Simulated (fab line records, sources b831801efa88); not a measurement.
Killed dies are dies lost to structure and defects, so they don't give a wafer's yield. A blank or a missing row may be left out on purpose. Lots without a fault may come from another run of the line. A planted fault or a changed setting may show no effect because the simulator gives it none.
One fault seen from 2 desks | flow sky130 | each desk has only its own numbers; what lay behind them comes last

THE TOOL OWNER'S DESK: pvd_sputter-01
The tool's own readings at SKY_CAPM_SPUTTER_02 (material TiN, target thk 200 nm, time 166.7 s): means of the sampled wafers that have a number, for each lot that ran on this tool. A lot is out of limits, marked OUT, if its mean lies more than 4 standard deviations from the usual mean; the brackets give that distance.
Columns: A = cathode_dc_power_W at SKY_CAPM_SPUTTER_02, usual 6500.0 W; B = chamber_pressure_pa at SKY_CAPM_SPUTTER_02, usual 0.4000 Pa; C = substrate_temp_c at SKY_CAPM_SPUTTER_02, usual 300.00 C; D = throttle_valve_pct at SKY_CAPM_SPUTTER_02, usual 30.0 %
lot  | first seen here | A                        | B      | C      | D
L175 | day 36 13:44    | 6499.0                   | 0.4005 | 300.02 | 30.8
L177 | day 37 03:35    | 6499.1                   | 0.4010 | 299.99 | 30.9
L180 | day 38 00:41    | 6500.8                   | 0.4005 | 300.12 | 30.2
L191 | day 41 09:04    | 6362.1 (-99 or more) OUT | 0.4004 | 299.89 | 30.6
L192 | day 41 18:53    | 6362.6 (-99 or more) OUT | 0.3992 | 300.02 | 30.4
This desk's finding: out of limits on L191, L192; first on L191, day 41 09:04 (cathode_dc_power_W at SKY_CAPM_SPUTTER_02). In limits: L175, L177, L180.

THE METROLOGY DESK
What the gauges read, lot by lot, whatever tool the lot ran on: means of the sampled wafers that have a number. A lot is out of limits, marked OUT, if its mean lies more than 4 standard deviations from the usual mean; the brackets give that distance.
Columns: A = VIA2_BOW at SKY_VIA2_BOW_MEAS_03, usual 87 um; B = VIA2_OVL at SKY_VIA2_OVL_MEAS_13, usual 3 nm; C = VIA2_W_RS at SKY_VIA2_RS_MEAS_22, usual 0.271 ohm/sq
lot  | first seen here | A  | B  | C
L175 | day 35 09:37    | 90 | 0  | 0.268
L177 | day 35 23:42    | 88 | 3  | 0.274
L178 | day 36 11:01    | 89 | 7  | 0.276
L180 | day 36 20:40    | 86 | -2 | 0.273
L182 | day 37 14:05    | 86 | -0 | 0.270
L189 | day 39 17:50    | 89 | 12 | 0.268
L191 | day 40 06:55    | 77 | 4  | 0.269
L192 | day 40 17:06    | 82 | 2  | 0.271
L194 | day 41 02:16    | 88 | 3  | 0.268
L196 | day 41 16:21    | 93 | -4 | 0.272
L197 | day 41 21:17    | 89 | 8  | 0.270
L198 | day 42 11:43    | 98 | 3  | 0.273
This desk's finding: nothing out of limits on any of the 12 lots.

PUT TOGETHER
The tool owner's desk could have raised an alarm at day 41 09:04, on L191, L192.
The metrology desk saw nothing out of limits.
The metrology desk has L191, L192 on record, within its limits.
Of the lots named, all ran SKY_CAPM_SPUTTER_02 on pvd_sputter-01.

WHAT THE SIMULATOR HAD PUT IN
Process parameter drift: pvd_sputter-01, from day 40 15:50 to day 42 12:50, at SKY_CAPM_SPUTTER_02. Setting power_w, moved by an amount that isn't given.
Lots struck among those shown: L191, L192.
Hours from the fault's start to each desk's first reading out of limits: the tool owner's desk, 17.
